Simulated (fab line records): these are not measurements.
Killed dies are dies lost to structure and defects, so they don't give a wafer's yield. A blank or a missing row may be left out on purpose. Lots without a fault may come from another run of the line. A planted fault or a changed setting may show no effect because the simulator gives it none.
2 desks looking at one fault ; flow sky130 ; what lay behind the numbers comes last; until then each desk has only its own

## DESK OF THE TOOL OWNER: implanter-02
SKY_LDD_N_IMPLANT_14, tool's own readings: per-lot mean of the sampled wafers with a number, covering each lot this tool ran. Marked OUT: a lot whose mean sits more than 4 standard deviations from the usual mean, which makes it out of limits; the brackets give that distance.
Columns: A = beam-energy-keV at SKY_LDD_N_IMPLANT_14, usual 50.000; B = dose-ions-cm2 at SKY_LDD_N_IMPLANT_14, usual 5e+12; C = faraday-current-uA at SKY_LDD_N_IMPLANT_14, usual 28.2; D = rotation-deg at SKY_LDD_N_IMPLANT_14, usual 180.00 degrees
lot;first seen here;A;B;C;D
L210;day 17 22:48;49.984;5e+12;28.1;180.01
L221;day 22 18:06;50.003;7e+12 (+99 or more) OUT;40.4 (+21) OUT;179.94
L222;day 23 00:22;49.987;7e+12 (+99 or more) OUT;39.8 (+20) OUT;180.05
This desk finds L221, L222 out of limits, L221 being first, at day 22 18:06 (dose-ions-cm2 at SKY_LDD_N_IMPLANT_14). Within limits: L210.

## FROM THE METROLOGY DESK
Lot by lot, what the gauges showed, no matter which tool ran the lot: averages of those sampled wafers that carry a number. Marked OUT: a lot whose mean sits more than 4 standard deviations from the usual mean, which makes it out of limits; the brackets give that distance.
Columns: A = LDD_N_OVL at SKY_LDD_N_OVL_MEAS_07, usual -1.2 nm
lot;first seen here;A
L210;day 17 21:52;-2.6
L214;day 19 04:16;-0.7
L221;day 22 17:10;-0.4
L222;day 22 23:25;-2.0
L225;day 23 16:43;-0.0
L228;day 24 05:26;0.0
Result from this desk: across the 6 lots, nothing is out of limits.

## ALL TOGETHER
On L221, L222, at day 22 18:06, an alarm was possible from the tool owner's desk.
Metrology desk: nothing out of limits seen.
The metrology desk has L221, L222 on record, within its limits.
The lots listed all ran SKY_LDD_N_IMPLANT_14 on implanter-02.

## WHAT THE SIMULATOR HAD PUT IN
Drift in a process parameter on implanter-02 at SKY_LDD_N_IMPLANT_14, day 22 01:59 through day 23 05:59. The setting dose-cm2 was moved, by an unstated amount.
Lots struck among those shown: L221, L222.
Hours from the fault's start to each desk's first reading out of limits: the tool owner's desk, 16.
